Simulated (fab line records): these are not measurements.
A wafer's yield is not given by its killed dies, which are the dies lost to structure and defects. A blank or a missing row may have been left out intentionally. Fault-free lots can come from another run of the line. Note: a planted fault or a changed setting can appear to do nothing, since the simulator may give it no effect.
A struck lot beside a sound one + flow gf180mcu + 19 out of 602 route steps
Sound: wafers L593.2, L593.3, L593.4. The struck wafers were L602.1, L602.4, L602.5. The cause is given at the end.
Per side, at each step with rows, come the tool, then ch with its chambers, and then its first start. Under that, the readings that differ: sound wafers + struck wafers + difference of the means + sigmas: that difference in standard deviations of wafers without a fault.
alike: readings with means less than 2 such deviations apart, plus words and numbers identical on both sides. not compared: withheld readings, readings lacking a value on some wafer, bounds such as >300 that could conceal the same value, and numbers that have no deviation in the record and whose values overlap.
Wherever a step has rows on one side only, a row that says differs or no value, or a row with sigmas, the two part there. Numbers that have no deviation but don't overlap get no sigmas and don't part them. Lack of a reading on every wafer of one side parts them only where that side has two or more wafers.

first, 1 step without rows for these wafers: GF_LVPWELL_DEVELOP_06 (develop time 60 s).
GF_LVPWELL_OVL_MEAS_07:
  sound on overlay-02 at day 5 05:32; struck on overlay-02 at day 7 08:23
  alike: LVPWELL_OVL
then, 2 steps without rows for these wafers: GF_LVPWELL_IMPLANT_08; GF_LVPWELL_IMPLANT_09.
GF_LVPWELL_STRIP_10: strips in O2/N2.
  sound on plasma-asher-03 ch 0,1, day 5 05:52; struck on plasma-asher-03 ch 0, day 7 08:43
  alike: drypump-motor-current-A, heater-power-w, oes-product-au, strip-time-to-endpoint-s
  not compared: rf-hours-counter-h
GF_LVPWELL_TW_MEAS_11:
  sound on film-metro-03 at day 5 05:59; struck on film-metro-04 at day 7 08:49
  alike: LVPWELL_TW
then, 6 steps without rows for these wafers: GF_MVSD_DEHYDRATE_00 (time 60 s); GF_MVSD_HMDS_01 (prime time 60 s); GF_MVSD_COAT_02 (resist thk 3000 nm); GF_MVSD_SOFTBAKE_03; GF_MVSD_EXPOSE_04 (exposes mask MVSD, target cd 1000 nm); GF_MVSD_PEB_05.
GF_MVSD_DEVELOP_06: develop time 60 s.
  sound on litho-track-01 ch 0, day 5 20:00; struck on litho-track-01 ch 0, day 8 00:00
GF_MVSD_OVL_MEAS_07:
  sound on overlay-01 at day 5 20:38; struck on overlay-02 at day 8 00:22
| reading       | sound        | struck | difference                    | sigmas |
|---------------|--------------|--------|-------------------------------|--------|
| MVSD_OVL (nm) | 0.7 1.9 -0.7 | - - -  | no value on the struck wafers |        |
then, 2 steps without rows for these wafers: GF_MVSD_IMPLANT_08; GF_MVSD_IMPLANT_09.
GF_MVSD_STRIP_10: strips in O2/N2.
  sound on plasma-asher-03 ch 0,1, day 5 20:58; struck on plasma-asher-01 ch 0,1, day 8 00:43
  alike: drypump-motor-current-A, heater-power-w, oes-product-au, strip-time-to-endpoint-s
  not compared: rf-hours-counter-h
GF_MVSD_TW_MEAS_11:
  sound on film-metro-03 at day 5 21:04; struck on film-metro-02 at day 8 00:49
| reading | sound          | struck   | difference | sigmas      |
|---------|----------------|----------|------------|-------------|
| MVSD_TW | 1554 1559 1557 | 30 30 30 | -1527      | -99 or more |
then, 1 step without rows for these wafers: GF_MVPSD_DEHYDRATE_00 (time 60 s).

== WHERE THEY PART ==
First at GF_MVSD_OVL_MEAS_07; last, within this record, at GF_MVSD_TW_MEAS_11.

WHY: what the simulator had put in
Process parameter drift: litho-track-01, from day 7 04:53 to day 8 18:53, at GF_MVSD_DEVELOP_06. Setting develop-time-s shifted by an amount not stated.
